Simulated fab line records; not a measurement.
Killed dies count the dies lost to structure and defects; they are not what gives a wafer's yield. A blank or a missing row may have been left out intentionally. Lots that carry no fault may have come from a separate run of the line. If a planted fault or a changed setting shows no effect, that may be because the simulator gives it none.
Comparing a struck lot with a sound one + flow gf180mcu + 16 out of 602 route steps
Sound: these wafers, L871.1, L871.3, L871.5. Struck: wafer L884.2 (left out: L884.4, L884.6 of the same lot, which were not struck); the cause appears at the end.
Order at every step that has rows: each side's tool, ch and its chambers, its first start. Under that, the readings that differ: sound wafers + struck wafers + difference of the means + sigmas: that difference in standard deviations of wafers without a fault.
alike: words and numbers the same on both sides, and readings whose means are apart by under 2 such deviations; not compared: readings that were withheld, readings missing a value for some wafer, numbers with overlapping values and no deviation given by the record, and bounds like >300 which may hide the same value.
Wherever a step has rows on one side only, a row that says differs or no value, or a row with sigmas, the two part there. Non-overlapping numbers with no deviation appear without sigmas and do not part them. A reading missing from all wafers of one side parts the sides only when that side holds two or more wafers.

GF_STI_THK_MEAS_02:
  sound on film metro-03 at day 1 11:31; struck on film metro-02 at day 4 04:31
  alike: STI_OXIDATION_THK
then, 1 step without rows for these wafers: GF_STI_CVD_03 (deposits Si3N4 from DCS/NH3, target thk 207.16 nm, time 3504 s).
GF_STI_THK_MEAS_04:
  sound on film metro-02 at day 1 13:34; struck on film metro-03 at day 4 06:34
  alike: STI_CVD_03_THK
then, 7 steps without rows for these wafers: GF_STI_DEHYDRATE_05 (time 60 s); GF_STI_HMDS_06 (prime time 60 s); GF_STI_COAT_07 (resist thk 700 nm); GF_STI_SOFTBAKE_08 (time 60 s); GF_STI_EXPOSE_09 (exposes mask COMP, target cd 220 nm); GF_STI_PEB_10 (peb time 90 s); GF_STI_DEVELOP_11 (develop time 60 s).
GF_STI_CD_MEAS_12: the cd target is 220 nm.
  sound on cd sem-02 at day 2 01:01; struck on cd sem-02 at day 4 19:44
  alike: cd nm
GF_STI_ETCH_13: etches the open film in CHF3/O2, stops on Si, target depth 282.31 nm, time 112.9 s.
  sound on rie diel-04 ch 0,2, day 2 01:08; struck on rie diel-01 ch 2, day 4 19:50
| reading                     | sound             | struck | difference | sigmas |
|-----------------------------|-------------------|--------|------------|--------|
| drypump motor current A (A) | 5.6 5.3 5.6       | 6.4    | +0.9       | +2     |
| oes product au (a.u.)       | 0.835 0.841 0.833 | 0.824  | -0.012     | -2     |
  alike: bias w, run length s, throttle valve pct
  not compared: rf hours counter h
GF_STI_ETCH_14: etches Si in HBr/Cl2/O2, target depth 360 nm, time 102.9 s.
  sound on rie si-01 ch 0,2, day 2 01:13; struck on rie si-01 ch 0, day 4 19:55
| reading                              | sound                | struck | difference | sigmas      |
|--------------------------------------|----------------------|--------|------------|-------------|
| run length s (s)                     | 132.0 131.3 131.5    | 98.6   | -33.0      | -99 or more |
| throttle valve pct (%)               | 25.664 25.659 25.673 | 25.640 | -0.025     | -3          |
| model.etch.depth nm (nm)             | 350.2 353.9 351.9    | 238.8  | -113.2     |             |
| model.STI.feature depth nm (nm)      | 350.2 353.9 351.9    | 238.8  | -113.2     |             |
| model.KrF_of_STI_COAT_07.thk nm (nm) | 320.7 317.6 321.4    | 369.2  | +49.3      |             |
  alike: HBr_flow_sccm, drypump motor current A, he backside leak sccm, oes product au
  not compared: bias w, rf hours counter h
GF_STI_STRIP_15: strips in O2/N2.
  sound on plasma asher-04 ch 0,1, day 2 01:18; struck on plasma asher-01 ch 0, day 4 20:00
| reading                      | sound             | struck | difference | sigmas |
|------------------------------|-------------------|--------|------------|--------|
| oes product au (a.u.)        | 0.385 0.388 0.389 | 0.406  | +0.019     | +4     |
| strip time to endpoint s (s) | 3.74 3.69 3.74    | 4.25   | +0.53      | +10    |
  alike: drypump motor current A, heater power w, o2 flow sccm
  not compared: rf hours counter h
then, 1 step without rows for these wafers: GF_STI_CLEAN_16 (cleans in dHF, time 25 s).
-- the record jumps here: 28 days lie between the struck wafers' starts before and after (it left off in module STI and takes up again in module PASSIVATION, whose first step shown is number 602 of the route) --
GF_PASSIVATION_PROBE_99:
  sound on prober-02 at day 28 16:05; struck on prober-02 at day 32 16:08
| reading                                 | sound                        | struck    | difference | sigmas |
|-----------------------------------------|------------------------------|-----------|------------|--------|
| model.etest.pwell in dnwell.line ohm um | 3872 3912 3923               | 3098      | -804       |        |
| model.etest.ldpmos_10p0.r on ohm um     | 1.12e+04 1.117e+04 1.118e+04 | 1.024e+04 | -9.433e+02 |        |
| model.etest.p drift.rs ohm sq           | 2330 2360 2315               | 1955      | -380       |        |
| model.etest.pwell in dnwell.rs ohm sq   | 2326 2347 2326               | 1901      | -432       |        |
| model.etest.ldnmos_10p0.r on ohm um     | 3668 3674 3678               | 3265      | -408       |        |
| model.etest.n drift.rs ohm sq           | 1210 1202 1206               | 883.8     | -322.2     |        |
| model.etest.nwell.line ohm um           | 1135 1136 1114               | 954.3     | -174.0     |        |
| model.etest.nwell.rs ohm sq             | 984.1 983.9 974.2            | 818.8     | -161.9     |        |

== WHERE THEY PART ==
Last at GF_STI_STRIP_15 as far as this record goes, first at GF_STI_ETCH_13.

WHY: what had been put in by the simulator
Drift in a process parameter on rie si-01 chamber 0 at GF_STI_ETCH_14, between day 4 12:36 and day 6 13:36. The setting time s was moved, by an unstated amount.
